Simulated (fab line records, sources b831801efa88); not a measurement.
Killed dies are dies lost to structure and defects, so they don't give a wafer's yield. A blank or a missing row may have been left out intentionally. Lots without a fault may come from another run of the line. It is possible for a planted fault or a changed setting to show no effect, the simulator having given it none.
Which tool is to blame? | flow sky130 | 30 wafers sampled from 10 lots at 1 step of a route of 708

== WHAT THE GAUGES SHOWED, per wafer ==
SKY_METAL4_OVL_MEAS_14. Usual: for METAL4_OVL the level is 1 nm and the standard deviation is 5.4.
lot  | measured     | on         | METAL4_OVL (nm) | flag
L128 | day 41 13:53 | overlay-02 | 8 2 3           |
L131 | day 42 14:40 | overlay-01 | 3 -4 -3         |
L133 | day 43 05:52 | overlay-02 | 11 3 6          |
L135 | day 44 00:04 | overlay-02 | 11 7 5          |
L136 | day 44 05:02 | overlay-02 | -1 4 1          |
L138 | day 44 17:02 | overlay-02 | -5 3 -6         |
L143 | day 45 22:19 | overlay-02 | 6 2 1           |
L149 | day 47 14:38 | overlay-01 | 1 4 -7          |
L150 | day 47 17:13 | overlay-02 | 2 -6 -4         |
L151 | day 47 22:47 | overlay-02 | 2 -7 -7         |

== TOOL THAT RAN EACH LOT (tool first, then ch and the chambers of the sampled wafers, then the start) ==
Record: no process step prior to these readings.

== WHAT THE TOOLS THEMSELVES READ (means of the sampled wafers that have a number; where no wafer has one, the mark that the record gives instead) ==
The record holds no such reading with a usual standard deviation.

== THE ANSWER, worked out from the rows above alone ==
Rule: a lot counts as off when the mean over its wafers that have a number is more than 3 standard deviations away from the usual mean. Also off: a lot with no number at a reading for which 4 or more lots have one. All remaining lots with rows at the step are treated as sound. First the gauges in route order, then the tools' own readings, where a lot's mean is used as printed above. At the first step where some lot is off, the reading lying furthest off is the one used; lots without a number count as furthest.
Across all readings shown, no lot is off: no conclusion can be drawn from this.

== WHAT THE SIMULATOR HAD INSERTED ==
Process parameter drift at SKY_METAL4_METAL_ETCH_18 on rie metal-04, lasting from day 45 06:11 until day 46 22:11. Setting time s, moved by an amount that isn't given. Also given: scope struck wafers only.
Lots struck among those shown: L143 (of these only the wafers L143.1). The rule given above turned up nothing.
